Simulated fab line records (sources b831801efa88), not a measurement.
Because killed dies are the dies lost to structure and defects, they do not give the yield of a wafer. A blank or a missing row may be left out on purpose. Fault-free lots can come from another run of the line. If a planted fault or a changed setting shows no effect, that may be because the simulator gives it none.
Which tool is to blame?    flow sky130    Sampling: 6 lots, 18 wafers, 3 of 708 route steps

WHAT THE GAUGES READ, wafer by wafer
SKY_CAP2M_THK_MEAS_01.
lot   measured      on            CAP2M_CVD_00_THK (nm)
L250  day 41 03:02  filmMetro-03  15.25 15.74 15.54
L252  day 41 19:04  filmMetro-04  15.53 15.85 15.78
L255  day 43 13:23  filmMetro-03  15.31 15.32 15.60
L257  day 43 17:59  filmMetro-02  15.33 15.30 15.67
L264  day 45 03:10  filmMetro-03  15.52 15.47 15.69
L270  day 46 12:25  filmMetro-03  15.09 15.13 15.38

WHAT TOOL EACH LOT RAN ON (gives the tool, then ch and the chambers of the sampled wafers, and finally the start)
lot   SKY_METAL3_ETCH_16                SKY_METAL4_SPUTTER_00
L250  rieMetal-01 ch 1, day 39 23:04    pvdSputter-01, day 41 02:52
L252  rieMetal-04 ch 0,1, day 40 16:13  pvdSputter-03, day 41 18:52
L255  rieMetal-02 ch 0,1, day 42 10:41  pvdSputter-03, day 43 13:13
L257  rieMetal-02 ch 0,1, day 42 15:17  pvdSputter-03, day 43 17:47
L264  rieMetal-01 ch 0,1, day 44 01:28  pvdSputter-01, day 45 02:59
L270  rieMetal-02 ch 1, day 45 10:56    pvdSputter-02, day 46 12:14
- SKY_METAL3_ETCH_16: etches BARC in N2/H2, stops on SiO2, time 88.2 s, target depth 60 nm.
- SKY_METAL4_SPUTTER_00: material Ti, target thk 15 nm, time 10 s.

THE ANSWER, worked out from the rows above alone
Rule: the lots themselves supply what counts as usual. The widest of any qualifying gaps counts: lots, ordered by their means at a reading, are off when they make up no more than a third of the lots, leave a main group of 4 or more, and stand apart from it by 3 or more times the standard deviation of that group's means. If all means in a main group match to the digits the tables above print for the reading, that group is not used. A lot without any number at a reading at which 4 lots or more have one is off too. The other lots that the step has rows for count as sound.
No lot is off at any reading shown: from this, nothing can be told.

WHAT THE SIMULATOR HAD PUT IN
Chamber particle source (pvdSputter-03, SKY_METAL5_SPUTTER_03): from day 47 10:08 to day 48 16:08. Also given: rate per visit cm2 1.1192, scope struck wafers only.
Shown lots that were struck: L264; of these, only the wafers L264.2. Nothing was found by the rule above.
